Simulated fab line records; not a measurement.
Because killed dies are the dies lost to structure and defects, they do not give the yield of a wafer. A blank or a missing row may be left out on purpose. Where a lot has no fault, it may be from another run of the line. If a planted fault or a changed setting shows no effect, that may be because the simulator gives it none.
One fault through the eyes of 2 desks    flow sfqLine    what lay behind the numbers comes last; until then each desk has only its own

## AT THE TOOL OWNER'S DESK: lithoTrack-03
The tool's own readings at SFQ_TRILAYER_M0_LITHO_COAT_021 (resist thk 600 nm): means of the sampled wafers that have a number, for each lot that ran on this tool. A lot is out of limits, marked OUT, if its mean lies more than 4 standard deviations from the usual mean; the brackets give that distance.
Columns: A = spinSpeedRpm at SFQ_TRILAYER_M0_LITHO_COAT_021, usual 2999.8 rpm
lot   first seen here  A
L863  day 7 09:52      2932.6 (-32) OUT
L865  day 8 03:49      2932.3 (-32) OUT
L873  day 13 22:48     2997.8
This desk finds L863, L865 out of limits, L863 being first, at day 7 09:52 (spinSpeedRpm at SFQ_TRILAYER_M0_LITHO_COAT_021). Within limits: L873.

## FROM THE METROLOGY DESK
Lot by lot, what the gauges showed, no matter which tool ran the lot: averages of those sampled wafers that carry a number. A lot is out of limits, marked OUT, if its mean lies more than 4 standard deviations from the usual mean; the brackets give that distance.
Columns: A = L0V_OVL at SFQ_L0V_OVL_MEAS_903, usual 1 nm; B = M0_NB_RS at SFQ_M0_RS_MEAS_904, usual 0.889 ohm/sq; C = M0_OVL at SFQ_M0_OVL_MEAS_906, usual -5 nm
lot   first seen here  A   B      C
L852  day 5 07:07      -1  0.871  3
L863  day 7 08:19      -0  0.902  -5
L865  day 8 02:18      -1  0.883  -6
L870  day 12 15:35     3   0.902  -15
L873  day 13 21:17     1   0.889  0
L874  day 14 10:22     3   0.881  -1
Finding of this desk: none of the 6 lots has anything out of limits.

## ALL TOGETHER
An alarm could have come from the tool owner's desk at day 7 09:52, on L863, L865.
Nothing out of limits was seen by the metrology desk.
The metrology desk holds a record of L863, L865, inside its limits.
Every lot named ran SFQ_TRILAYER_M0_LITHO_COAT_021 on lithoTrack-03.

## WHAT THE SIMULATOR PUT IN
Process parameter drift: lithoTrack-03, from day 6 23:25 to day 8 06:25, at SFQ_TRILAYER_M0_LITHO_COAT_021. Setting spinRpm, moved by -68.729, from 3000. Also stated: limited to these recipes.
Struck lots among those shown: L863, L865.
Each desk's first reading out of limits, in hours after the fault started: the tool owner's desk, 10.
